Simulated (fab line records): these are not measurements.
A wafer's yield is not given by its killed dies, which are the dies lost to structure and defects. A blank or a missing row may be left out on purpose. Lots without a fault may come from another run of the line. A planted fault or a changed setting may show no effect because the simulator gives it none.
What tool caused it? -- flow gf180mcu -- route of 602 steps, sampled at 1 step: 13 lots, 39 wafers

WHAT THE GAUGES SHOWED, per wafer
GF_CONTACT_THK_MEAS_03. Usual: for CONTACT_CVD_02_THK the level is 860 nm and the standard deviation is 11.
lot,measured,on,CONTACT_CVD_02_THK (nm),flag
L168,day 15 18:14,film-metro-01,840 868 855,
L169,day 15 21:10,film-metro-03,859 874 881,
L170,day 16 12:02,film-metro-01,859 850 848,
L173,day 17 04:59,film-metro-03,849 873 865,
L175,day 18 03:26,film-metro-03,867 867 872,
L176,day 18 07:21,film-metro-01,873 868 882,
L178,day 19 03:14,film-metro-03,848 870 852,
L184,day 21 02:54,film-metro-04,853 857 854,
L185,day 21 16:53,film-metro-03,851 858 863,
L186,day 21 23:49,film-metro-04,859 873 879,
L187,day 22 05:10,film-metro-01,853 856 863,
L188,day 22 12:20,film-metro-04,840 862 854,
L189,day 22 21:53,film-metro-03,867 858 864,

EACH LOT AND THE TOOL THAT RAN IT (in order: tool; ch and the chambers of the sampled wafers; start)
No process step before these readings appears in the record.

AS READ BY THE TOOLS THEMSELVES (means over the sampled wafers that have a number; for cases with no such wafer, the mark the record gives instead)
The record holds no such reading with a usual standard deviation.

THE ANSWER, worked out from the rows above alone
Rule: take the mean of a lot's wafers that have a number; if it is more than 3 standard deviations from the usual mean, the lot is off. Also off: a lot with no number at a reading for which 4 or more lots have one. All remaining lots with rows at the step are treated as sound. First the gauges in route order, then the tools' own readings, where a lot's mean is used as printed above. At the first step where some lot is off, the reading lying furthest off is the one used; lots without a number count as furthest.
No lot is off on any of the readings shown, so nothing can be concluded from this.

WHAT THE SIMULATOR HAD PUT IN
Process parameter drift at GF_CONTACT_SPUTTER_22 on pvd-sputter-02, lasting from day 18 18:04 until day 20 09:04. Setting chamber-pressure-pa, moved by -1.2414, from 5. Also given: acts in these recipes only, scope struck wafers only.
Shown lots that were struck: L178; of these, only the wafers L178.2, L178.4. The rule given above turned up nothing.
